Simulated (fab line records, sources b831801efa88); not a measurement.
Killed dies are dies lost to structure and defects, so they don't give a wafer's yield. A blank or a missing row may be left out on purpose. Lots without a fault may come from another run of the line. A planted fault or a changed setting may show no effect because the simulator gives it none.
Problem report in the 8D (eight disciplines) form, filled by code | flow sky130 | the parts of the form that need people (team, actions taken, sign-off) are left out

1. THE PROBLEM
LI_CONTACT_HDPCVD_THK at SKY_LI_CONTACT_THK_MEAS_01 reads a mean of 1480 nm on 1 wafer of 1 lot; wafers without a fault read 924 nm with a standard deviation of 16. That is +35 standard deviations from the usual mean.
First seen on wafer L882.4, day 32 18:47, on film_metro-04. The record holds 33 wafers of 11 lots with a number at this step. Rule for "out", or "out of limits": more than 4 standard deviations from the usual mean. The other wafers with a number count as sound.

2. WHAT IT IS AND WHAT IT IS NOT
question                    | is                    | is not
which readings at this step | LI_CONTACT_HDPCVD_THK | -
which lots                  | L882                  | L876, L877, L878, L879, L881, L892, L896, L897, L898, L899
which wafers of those lots  | L882.4                | L882.5, L882.6
read on which gauges        | film_metro-04         | film_metro-02, film_metro-03
when                        | from day 32 18:47     | up to then (17 sound wafers); but 15 sound wafers of L892, L896, L897, L898, L899 came after

3. SUSPECTS, AND WHAT RULES EACH OUT
Counting: a tool at a process step up to the reading stays a suspect if it ran every lot that is out. Sound lots after the first of them don't rule it out here, since some wafers of a struck lot are sound.
- the gauge at SKY_LI_CONTACT_THK_MEAS_01: ruled out. All the wafers that are out were read on film_metro-04, but those of them that SKY_LI_CONTACT_HDPCVD_00 has rows for are out there too, on other tools.
- hdpcvd-01 at SKY_LI_CONTACT_HDPCVD_00 (deposits PSG, target thk 930 nm, time 155 s): kept. It ran the lot that is out, L882 (day 32 18:43); its last sound lot up to then is L878 (day 29 17:41). Its own readings are out on those wafers: run_length_s.
- Within hdpcvd-01 at SKY_LI_CONTACT_HDPCVD_00: the wafers that are out ran in chamber 0; their sound lot-mates ran in chambers 1, 2.
Left after counting: hdpcvd-01 at SKY_LI_CONTACT_HDPCVD_00.

4. THE CAUSE (what the simulator had put in)
Process parameter drift: hdpcvd-01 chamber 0, from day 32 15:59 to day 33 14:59, at SKY_LI_CONTACT_HDPCVD_00. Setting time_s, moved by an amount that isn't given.
Counting left only this tool.

5. THE CHAIN OF EFFECTS, in route order
Each row: a reading whose mean over the struck wafers that have a number lies more than 3 standard deviations from the usual. Only readings for which the record gives a usual standard deviation are gone through. hours: the time from each lot's start at the first step in this table that gives one to its start at this step, as a median over the lots. sigmas: the change in usual standard deviations.
hours | step                       | reading               | usual   | on struck wafers | change | sigmas
0     | SKY_LI_CONTACT_HDPCVD_00   | run_length_s          | 182.9 s | 276.7            | +93.8  | +99 or more
0     | SKY_LI_CONTACT_THK_MEAS_01 | LI_CONTACT_HDPCVD_THK | 924 nm  | 1480             | +556   | +35
3     | SKY_LI_CONTACT_CMP_02      | time_to_endpoint_s    | 32 s    | 83               | +51    | +12
The process steps in it:
- SKY_LI_CONTACT_HDPCVD_00: deposits PSG, target thk 930 nm, time 155 s.
- SKY_LI_CONTACT_CMP_02: polishes PSG.
Later measuring or inspecting steps at which every struck wafer that the step has a row for has a number for every such reading, and none has moved that far: SKY_LI_CONTACT_BOW_MEAS_03, SKY_LI_CONTACT_RS_MEAS_22.

6. WHAT WOULD HAVE CAUGHT IT SOONER
In this record the first reading out of limits at a measuring or inspecting step was taken at day 32 18:47, 3 hours after the fault began at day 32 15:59.
The tool's own readings at SKY_LI_CONTACT_HDPCVD_00 were out on every struck wafer that the step has a row for (run_length_s): an alarm limit on them would have fired on the first of those.
All the lots that are out (1) had begun SKY_LI_CONTACT_HDPCVD_00 on hdpcvd-01 by day 32 18:47. A hold on the tool at that time would have spared none of them.
